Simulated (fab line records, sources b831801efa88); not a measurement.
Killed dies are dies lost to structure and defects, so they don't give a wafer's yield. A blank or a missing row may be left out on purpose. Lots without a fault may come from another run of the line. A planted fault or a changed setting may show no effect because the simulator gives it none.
Which tool did it? | flow sky130 | 12 lots, 36 wafers sampled, at 5 steps of a route of 708

WHAT THE GAUGES READ, wafer by wafer
SKY_NWELL_TW_MEAS_15.
lot  | measured     | on            | NWELL_TW
L993 | day 4 13:58  | film_metro-01 | 1836 1837 1837
L994 | day 5 01:29  | film_metro-03 | 1847 1834 1832
L997 | day 5 14:23  | film_metro-03 | 1837 1826 1831
L998 | day 5 22:46  | film_metro-02 | 1841 1853 1851
L999 | day 6 04:13  | film_metro-02 | 1866 1841 1855
L102 | day 7 01:18  | film_metro-03 | 1847 1837 1851
L103 | day 7 03:11  | film_metro-01 | 1836 1839 1832
L104 | day 7 07:26  | film_metro-02 | 1840 1849 1856
L112 | day 9 03:49  | film_metro-01 | 1859 1849 1847
L113 | day 9 08:11  | film_metro-03 | 1855 1855 1850
L115 | day 9 21:50  | film_metro-01 | 1847 1858 1850
L116 | day 10 06:10 | film_metro-02 | 1846 1838 1851

SKY_LDD_N_TW_MEAS_17.
lot  | measured     | on            | LDD_N_TW
L993 | day 17 07:02 | film_metro-01 | 2607 2601 2605
L994 | day 18 05:41 | film_metro-01 | 2614 2603 2606
L997 | day 19 03:22 | film_metro-04 | 2602 2604 2624
L998 | day 19 18:43 | film_metro-04 | 2716 2724 2728
L999 | day 20 19:26 | film_metro-04 | 2750 2735 2748
L102 | day 21 07:08 | film_metro-01 | 2607 2627 2616
L103 | day 21 17:59 | film_metro-04 | 2637 2628 2633
L104 | day 21 22:56 | film_metro-04 | 2737 2726 2748
L112 | day 24 10:43 | film_metro-01 | 2593 2606 2600
L113 | day 24 16:38 | film_metro-04 | 2614 2616 2619
L115 | day 25 11:49 | film_metro-02 | 2600 2603 2610
L116 | day 27 02:18 | film_metro-04 | 2628 2628 2630

SKY_LDD_LDN_OVL_MEAS_07.
lot  | measured     | on         | LDD_LDN_OVL (nm)
L993 | day 22 05:43 | overlay-01 | -0.3 1.3 1.1
L994 | day 23 06:02 | overlay-01 | 0.5 0.7 0.1
L997 | day 24 02:58 | overlay-01 | -0.4 -1.0 -0.5
L998 | day 24 17:30 | overlay-02 | 1.3 2.6 1.7
L999 | day 25 17:34 | overlay-02 | -1.3 2.1 0.7
L102 | day 26 05:37 | overlay-01 | -0.4 -2.5 -1.8
L103 | day 26 16:01 | overlay-02 | -0.9 0.1 -0.1
L104 | day 26 19:39 | overlay-01 | 0.9 1.7 1.0
L112 | day 29 08:36 | overlay-01 | 1.7 -1.7 -0.6
L113 | day 29 14:20 | overlay-01 | 1.6 -0.2 1.9
L115 | day 30 07:14 | overlay-01 | -0.5 0.3 0.1
L116 | day 31 19:43 | overlay-02 | 1.7 0.7 1.3

WHICH TOOL RAN EACH LOT (tool, then ch and the chambers of the sampled wafers, then the start)
lot  | SKY_LDD_N_IMPLANT_09            | SKY_LDD_N_STRIP_16
L993 | implanter-01 ch 0, day 17 05:54 | plasma_asher-03 ch 0,1, day 17 06:55
L994 | implanter-01 ch 0, day 18 04:32 | plasma_asher-01 ch 0,1, day 18 05:35
L997 | implanter-04 ch 0, day 19 02:13 | plasma_asher-02 ch 0,1, day 19 03:16
L998 | implanter-04 ch 0, day 19 17:14 | plasma_asher-02 ch 0,1, day 19 18:37
L999 | implanter-01 ch 0, day 20 17:58 | plasma_asher-02 ch 0,1, day 20 19:19
L102 | implanter-04 ch 0, day 21 06:00 | plasma_asher-01 ch 0,1, day 21 07:01
L103 | implanter-04 ch 0, day 21 16:51 | plasma_asher-03 ch 0,1, day 21 17:52
L104 | implanter-04 ch 0, day 21 21:18 | plasma_asher-02 ch 0,1, day 21 22:50
L112 | implanter-04 ch 0, day 24 09:34 | plasma_asher-03 ch 0,1, day 24 10:37
L113 | implanter-01 ch 0, day 24 15:29 | plasma_asher-03 ch 0, day 24 16:32
L115 | implanter-03 ch 0, day 25 10:40 | plasma_asher-01 ch 0,1, day 25 11:43
L116 | implanter-04 ch 0, day 27 01:10 | plasma_asher-02 ch 0,1, day 27 02:11
- SKY_LDD_N_IMPLANT_09
- SKY_LDD_N_STRIP_16: strips in O2/N2.

WHAT THE TOOLS THEMSELVES READ (means of the sampled wafers that have a number; where no wafer has one, the mark that the record gives instead)
SKY_LDD_N_IMPLANT_09.
lot  | tool         | rotation_deg (degrees)
L993 | implanter-01 | 113.01
L994 | implanter-01 | 113.00
L997 | implanter-04 | 113.00
L998 | implanter-04 | 112.98
L999 | implanter-01 | 112.98
L102 | implanter-04 | 113.03
L103 | implanter-04 | 113.00
L104 | implanter-04 | 113.00
L112 | implanter-04 | 113.01
L113 | implanter-01 | 113.01
L115 | implanter-03 | 113.02
L116 | implanter-04 | 113.01

SKY_LDD_N_STRIP_16.
lot  | tool            | drypump_motor_current_A (A) | oes_product_au (a.u.) | strip_time_to_endpoint_s (s)
L993 | plasma_asher-03 | 6.1                         | 0.407                 | 4.314
L994 | plasma_asher-01 | 5.8                         | 0.401                 | 4.323
L997 | plasma_asher-02 | 6.1                         | 0.407                 | 4.297
L998 | plasma_asher-02 | 6.1                         | 0.405                 | 4.526
L999 | plasma_asher-02 | 6.2                         | 0.408                 | 4.518
L102 | plasma_asher-01 | 6.0                         | 0.406                 | 4.319
L103 | plasma_asher-03 | 6.1                         | 0.407                 | 4.325
L104 | plasma_asher-02 | 6.2                         | 0.405                 | 4.522
L112 | plasma_asher-03 | 5.8                         | 0.407                 | 4.299
L113 | plasma_asher-03 | 6.3                         | 0.398                 | 4.304
L115 | plasma_asher-01 | 5.8                         | 0.401                 | 4.316
L116 | plasma_asher-02 | 6.1                         | 0.403                 | 4.317

THE ANSWER, worked out from the rows above alone
Rule: what is usual is taken from the lots themselves. Put in order of their means at a reading, lots are off if they are a third of the lots or fewer, leave a main group of 4 or more, and stand apart from it by a gap of 3 or more times the standard deviation of the main group's means; of several such gaps the widest counts. A main group whose means are all the same, to the digits that the tables above print for the reading, isn't used. A lot without any number at a reading at which 4 lots or more have one is off too. The other lots that the step has rows for count as sound. The gauges are gone through in route order, then the tools' own readings, and for those a lot's mean is taken as printed above. The first step at which some lot is off is used, and at that step the reading that is off furthest; a lot without a number counts as furthest.
Off: L998, L999, L104, at SKY_LDD_N_TW_MEAS_17 (LDD_N_TW). The main group: mean 2613, standard deviation 11.
A tool fits if, at a process step before that reading, it ran every lot that is off, and no sound lot after the first of them. The gauges at SKY_LDD_N_TW_MEAS_17 aren't tried: what is off there is off at SKY_LDD_N_STRIP_16 too, on other tools, and a gauge's error can't cause that. None of those tried fits.

WHAT THE SIMULATOR HAD PUT IN
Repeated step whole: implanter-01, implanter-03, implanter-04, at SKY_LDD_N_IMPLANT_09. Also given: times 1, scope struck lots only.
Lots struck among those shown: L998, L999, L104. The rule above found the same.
